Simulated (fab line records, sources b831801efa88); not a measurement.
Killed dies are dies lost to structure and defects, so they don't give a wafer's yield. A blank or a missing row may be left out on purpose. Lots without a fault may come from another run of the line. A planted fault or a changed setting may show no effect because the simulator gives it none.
fab line records | flow gf180mcu
record lots=15 wafers=45 last_day=34
route steps=602 shown V4@491 M5@533 V5@541
lots that met no fault: from a run of the same line without faults
start_h: hours from the record's first day to the start of the lot's first wafer shown | wait_h: hours since the lot's step before | " the same as in the row above | L1.1+2: a row that stands for several wafers | - no value, or no start given | * or withheld: withheld | < > ~ a bound
route shown NAME@n: a module of which the file shows steps, and the number in the route of the first | usual: mean/standard deviation of fault-free wafers | same: alike in all rows | chamber/n: place in a boat | sites: the reading at each site | _std_site: their standard deviation | _edge_site: outer sites' mean less inner sites' | radius_mm: how far each site lies from the wafer's centre | mask NAME#n: copy n | behind: the tool/chamber that last shaped the wafer | hold: why the lot was held/for how many hours/how that ended | device: the transistor (n, p or np) that didn't switch | end of line: the same wafers' tests at the end of the route | a step without rows: its recipe alone | killed: dies lost to structure and defects at the first sort, not the wafer's yield | map: a wafer's dies, x killed, . not, _ none there
set.NAME: the setting as run; set.NAME@STEP: as run at that earlier step | model.NAME: the simulator's own value behind a step, which no gauge read
steps of the route over a sample of lots; a table a step, a row a wafer
services: from which hour (start_h, from the record's first day; less than 0 if before it) a tool's chamber was out of use, for how many hours, and why
## steps
# step GF_V4_OVL_MEAS_15
# usual V4_OVL=0/5.5
# columns lot.wafer tool chamber start_h wait_h V4_OVL[nm]
L555.2 overlay-01 - 561.29 0.1 7
L555.4 " - " " 14
L555.5 " - " " 11
L556.3 overlay-01 - 578.02 0.1 -1
L556.4 " - " " -2
L556.5 " - " " 3
L559.1 overlay-01 - 595.58 0.1 1
L559.3 " - " " 2
L559.6 " - " " -2
L558.1 overlay-01 - 598.98 0.1 -3
L558.4 " - " " 7
L558.6 " - " " 4
L561.2 overlay-02 - 617.14 0.1 -1
L561.4 " - " " -3
L561.5 " - " " -6
L562.1 overlay-01 - 627.19 0.1 0
L562.3 " - " " -7
L562.4 " - " " -6
L564.1 overlay-01 - 634.53 0.1 -1
L564.3 " - " " 0
L564.6 " - " " -3
L563.2 overlay-02 - 636.99 0.1 2
L563.3 " - " " -7
L563.6 " - " " -3
L565.1 overlay-02 - 645.53 0.1 0
L565.5 " - " " 6
L565.6 " - " " 2
L572.2 overlay-01 - 684.19 0.1 9
L572.3 " - " " 9
L572.6 " - " " 2
L573.3 overlay-01 - 696.20 0.1 0
L573.5 " - " " -1
L573.6 " - " " -3
L574.3 overlay-01 - 696.94 0.1 -3
L574.5 " - " " 0
L574.6 " - " " -9
L576.3 overlay-01 - 712.84 0.1 4
L576.4 " - " " -7
L576.5 " - " " -6
L577.1 overlay-02 - 718.48 0.1 0
L577.2 " - " " -6
L577.4 " - " " -2
L578.1 overlay-02 - 729.24 0.1 6
L578.2 " - " " -5
L578.4 " - " " -4
# step GF_M5_CD_MEAS_07
# recipe target_cd_nm=280
# usual cd_nm=280.2/1.2
# columns lot.wafer tool chamber start_h wait_h cd_nm
L555.2 cd_sem-01 - 606.54 0.1 279.5
L555.4 " - " " 280.9
L555.5 " - " " 282.1
L556.3 cd_sem-02 - 621.96 0.1 281.3
L556.4 " - " " 280.3
L556.5 " - " " 280.8
L559.1 cd_sem-02 - 639.21 0.1 280.5
L559.3 " - " " 280.9
L559.6 " - " " 280.6
L558.1 cd_sem-01 - 642.12 0.1 280.0
L558.4 " - " " 280.9
L558.6 " - " " 281.2
L561.2 cd_sem-02 - 659.53 0.1 277.9
L561.4 " - " " 277.6
L561.5 " - " " 278.8
L562.1 cd_sem-01 - 669.51 0.1 280.6
L562.3 " - " " 280.7
L562.4 " - " " 280.8
L564.1 cd_sem-02 - 675.87 0.1 280.4
L564.3 " - " " 279.0
L564.6 " - " " 278.6
L563.2 cd_sem-02 - 677.49 0.1 279.7
L563.3 " - " " 280.5
L563.6 " - " " 279.8
L565.1 cd_sem-02 - 686.32 0.1 279.3
L565.5 " - " " 280.1
L565.6 " - " " 280.0
L572.2 cd_sem-01 - 723.08 0.1 279.3
L572.3 " - " " 280.7
L572.6 " - " " 280.5
L573.3 cd_sem-01 - 734.70 0.1 278.6
L573.5 " - " " 278.1
L573.6 " - " " 278.7
L574.3 cd_sem-01 - 735.91 0.1 278.9
L574.5 " - " " 278.2
L574.6 " - " " 280.9
L576.3 cd_sem-02 - 749.45 0.1 280.8
L576.4 " - " " 279.9
L576.5 " - " " 280.2
L577.1 cd_sem-01 - 754.64 0.1 280.4
L577.2 " - " " 279.3
L577.4 " - " " 279.9
L578.1 cd_sem-02 - 764.56 0.1 279.2
L578.2 " - " " 278.5
L578.4 " - " " 279.1
# step GF_V5_THK_MEAS_01
# recipe reads=SiO2_of_V5_CVD_00
# usual V5_CVD_00_THK=300/3.6
# columns lot.wafer tool chamber start_h wait_h V5_CVD_00_THK[nm]
L555.2 film_metro-04 - 607.43 0.0 302
L555.4 " - " " 302
L555.5 " - " " 302
L556.3 film_metro-02 - 622.81 0.0 296
L556.4 " - " " 301
L556.5 " - " " 302
L559.1 film_metro-04 - 640.12 0.0 298
L559.3 " - " " 301
L559.6 " - " " 300
L558.1 film_metro-01 - 643.00 0.0 299
L558.4 " - " " 302
L558.6 " - " " 303
L561.2 film_metro-01 - 660.51 0.0 300
L561.4 " - " " 301
L561.5 " - " " 299
L562.1 film_metro-04 - 670.41 0.0 306
L562.3 " - " " 305
L562.4 " - " " 306
L564.1 film_metro-01 - 676.77 0.0 293
L564.3 " - " " 302
L564.6 " - " " 298
L563.2 film_metro-01 - 678.38 0.0 295
L563.3 " - " " 301
L563.6 " - " " 301
L565.1 film_metro-02 - 687.31 0.0 305
L565.5 " - " " 304
L565.6 " - " " 306
L572.2 film_metro-01 - 723.94 0.0 306
L572.3 " - " " 299
L572.6 " - " " 301
L573.3 film_metro-01 - 735.55 0.0 302
L573.5 " - " " 298
L573.6 " - " " 299
L574.3 film_metro-01 - 736.76 0.0 299
L574.5 " - " " 302
L574.6 " - " " 300
L576.3 film_metro-04 - 750.33 0.0 304
L576.4 " - " " 299
L576.5 " - " " 303
L577.1 film_metro-02 - 755.61 0.0 292
L577.2 " - " " 303
L577.4 " - " " 299
L578.1 film_metro-02 - 765.43 0.0 299
L578.2 " - " " 306
L578.4 " - " " 302
# step GF_V5_CMP_04
# recipe material=SiO2 down_force_psi=4 platen_rpm=60 pad_velocity_m_s=0.94248
# usual edge_zone_pressure_frac=1.001/0.0048 head_pressure_psi=4.000/0.0086 motor_current_A=12.1/1.1 platen_rpm=60.00/0.043 slurry_flow_ml_min=149.9/0.51
# columns lot.wafer tool chamber start_h wait_h edge_zone_pressure_frac head_pressure_psi motor_current_A platen_rpm slurry_flow_ml_min
L555.2 cmp-01 2 607.65 0.0 1.004 3.994 12.5 60.08 149.9
L555.4 " 0 " " 0.994 4.008 13.7 59.96 149.7
L555.5 " 3 " " 0.999 3.987 11.6 60.08 149.8
L556.3 cmp-02 3 623.02 0.0 1.006 3.983 12.1 60.04 150.1
L556.4 " 1 " " 1.004 4.000 12.5 59.97 151.0
L556.5 " 3 " " 0.991 3.992 12.8 60.04 150.6
L559.1 cmp-02 2 640.35 0.1 1.002 4.019 13.3 59.98 150.4
L559.3 " 3 " " 1.000 4.002 11.8 59.97 150.8
L559.6 " 2 " " 1.000 3.991 12.8 60.02 150.4
L558.4 cmp-01 3 643.33 0.1 0.995 4.013 10.8 59.94 149.3
L558.1 " 0 " " 0.993 3.986 13.7 59.99 149.9
L558.6 " 2 " " 0.993 4.009 12.4 59.99 149.4
L561.4 cmp-01 0 660.77 0.1 0.999 4.000 13.9 60.04 149.2
L561.2 " 2 " " 1.002 3.992 12.1 60.00 149.5
L561.5 " 3 " " 0.997 3.989 10.7 60.01 150.2
L562.4 cmp-02 1 670.78 0.2 - - - - -
L562.3 " 3 " " - - - - -
L562.1 " 0 " " - - - - -
L564.1 cmp-01 1 677.00 0.1 - - - - -
L564.3 " 3 " " - - - - -
L564.6 " 2 " " - - - - -
L563.3 cmp-01 3 678.70 0.1 - - - - -
L563.2 " 0 " " - - - - -
L563.6 " 2 " " - - - - -
L565.1 cmp-01 2 687.67 0.2 0.999 4.003 13.3 60.06 150.1
L565.6 " 2 " " 0.995 3.997 12.2 60.10 150.0
L565.5 " 3 " " 1.008 3.989 10.7 60.04 149.2
L572.3 cmp-01 3 724.21 0.1 1.003 3.999 11.4 59.99 150.2
L572.2 " 1 " " 1.002 3.997 11.6 60.06 149.3
L572.6 " 3 " " 0.998 4.012 10.6 59.93 150.0
L573.3 cmp-01 1 735.93 0.2 0.997 3.998 11.7 60.03 150.2
L573.5 " 0 " " 0.998 4.001 14.1 60.03 149.7
L573.6 " 1 " " 0.996 4.010 11.8 60.02 149.1
L574.3 cmp-01 2 737.01 0.1 1.001 3.995 13.3 60.03 149.6
L574.5 " 1 " " 1.001 4.004 11.9 60.06 150.0
L574.6 " 2 " " 0.988 3.993 12.8 60.04 149.6
L576.3 cmp-02 2 751.00 0.5 1.001 3.996 12.3 59.99 149.6
L576.4 " 3 " " 1.007 3.994 12.3 60.07 150.2
L576.5 " 2 " " 0.996 3.998 12.4 59.99 149.0
L577.2 cmp-02 0 756.11 0.3 0.998 4.004 10.1 59.98 149.4
L577.4 " 2 " " 0.999 4.004 12.3 60.05 150.0
L577.1 " 3 " " 1.000 4.004 12.3 59.96 150.2
L578.4 cmp-02 3 765.87 0.2 0.995 4.000 12.4 60.08 149.0
L578.1 " 0 " " 1.002 4.003 10.4 59.93 149.5
L578.2 " 2 " " 0.996 4.005 11.7 60.04 149.6
# step GF_V5_ETCH_17
# recipe chemistry=C4F8/O2/Ar mask_material=KrF target=SiO2 stop_on=TiN source_w=1500 bias_w=1200 pressure_mtorr=40 c4f8_flow_sccm=withheld O2_flow_sccm=6 Ar_flow_sccm=300 time_s=withheld target_depth_a=8550
# usual oes_product_au=0.859/0.0043
# columns lot.wafer tool chamber start_h wait_h oes_product_au
L555.2 rie_diel-02 2 - - 0.859
L555.4 " 1 " " 0.868
L555.5 " 2 " " 0.860
L556.3 rie_diel-03 2 - - 0.861
L556.4 " 3 " " 0.863
L556.5 " 1 " " 0.856
L559.1 rie_diel-04 1 - - 0.862
L559.3 " 2 " " 0.856
L559.6 " 0 " " 0.864
L558.1 rie_diel-04 0 - - 0.856
L558.4 " 2 " " 0.860
L558.6 " 3 " " 0.862
L561.2 rie_diel-02 2 - - 0.860
L561.4 " 3 " " 0.866
L561.5 " 1 " " 0.859
L562.1 rie_diel-03 1 - - 1.588
L562.3 " 0 " " 1.625
L562.4 " 3 " " 1.683
L564.1 rie_diel-02 2 - - 1.625
L564.3 " 3 " " 1.665
L564.6 " 0 " " 1.619
L563.2 rie_diel-02 3 - - 1.685
L563.3 " 0 " " 1.626
L563.6 " 0 " " 1.620
L565.1 rie_diel-03 1 - - 0.859
L565.5 " 1 " " 0.854
L565.6 " 3 " " 0.857
L572.2 rie_diel-03 3 - - 0.852
L572.3 " 0 " " 0.864
L572.6 " 2 " " 0.868
L573.3 rie_diel-03 2 - - 0.855
L573.5 " 1 " " 0.868
L573.6 " 0 " " 0.859
L574.3 rie_diel-04 0 - - 0.865
L574.5 " 1 " " 0.861
L574.6 " 2 " " 0.860
L576.3 rie_diel-03 2 - - 0.853
L576.4 " 0 " " 0.866
L576.5 " 1 " " 0.861
L577.1 rie_diel-03 2 - - 0.860
L577.2 " 1 " " 0.858
L577.4 " 3 " " 0.855
L578.1 rie_diel-04 2 - - 0.866
L578.2 " 0 " " 0.858
L578.4 " 1 " " 0.855
## services
# columns tool chamber start_h hours kind
rie_diel-03 3 590.22 1.4 repair
cmp-02 - 597.93 15.6 pm
cmp-02 - 614.78 1.0 repair
rie_diel-03 1 627.73 3.6 repair
rie_diel-04 0 630.93 14.2 repair
cmp-01 - 633.03 0.3 repair
cmp-02 - 646.47 0.2 repair
cmp-02 - 667.63 0.9 repair
cmp-01 - 680.13 4.7 pm
rie_diel-04 3 696.21 1.4 repair
rie_diel-03 0 699.52 9.2 repair
cmp-01 - 706.39 4.6 pm
cmp-02 - 727.98 9.8 repair
rie_diel-02 1 741.19 8.0 repair
cmp-01 - 741.48 15.9 pm
cmp-01 - 757.40 4.0 pm
cmp-01 - 761.40 - consumable_replace:conditioner
cmp-01 - 761.40 - consumable_replace:pad
cmp-01 - 764.18 3.6 repair
## key
first_sign step=GF_V5_CMP_04 reading=tool_record direction=missing
effect step=GF_V5_ETCH_17 reading=oes_product_au direction=up sigmas=99+ usual=0.859 struck=1.637
met_at GF_V5_CMP_04
struck_lots L562,L563,L564
later_rows_left_out L562.1,L562.3,L562.4,L563.2,L563.3,L563.6,L564.1,L564.3,L564.6
sort_left_out L562.1,L562.3,L562.4,L563.2,L563.3,L563.6,L564.1,L564.3,L564.6
not_acting_at GF_V4_OVL_MEAS_15,GF_M5_CD_MEAS_07,GF_V5_THK_MEAS_01
onset_between 660.77 670.78
fault kind=skipped_step_whole tool=cmp-01,cmp-02 chamber=- onset_h=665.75 steps=GF_V5_CMP_04 scope=struck_lots_only
# sort_left_out: the simulated sort isn't trusted on such a fault, so these wafers' sort isn't shown, and their yield isn't known
# later_rows_left_out: the simulator's readings of these wafers behind a module that went badly wrong aren't trusted and aren't shown, but for the sort
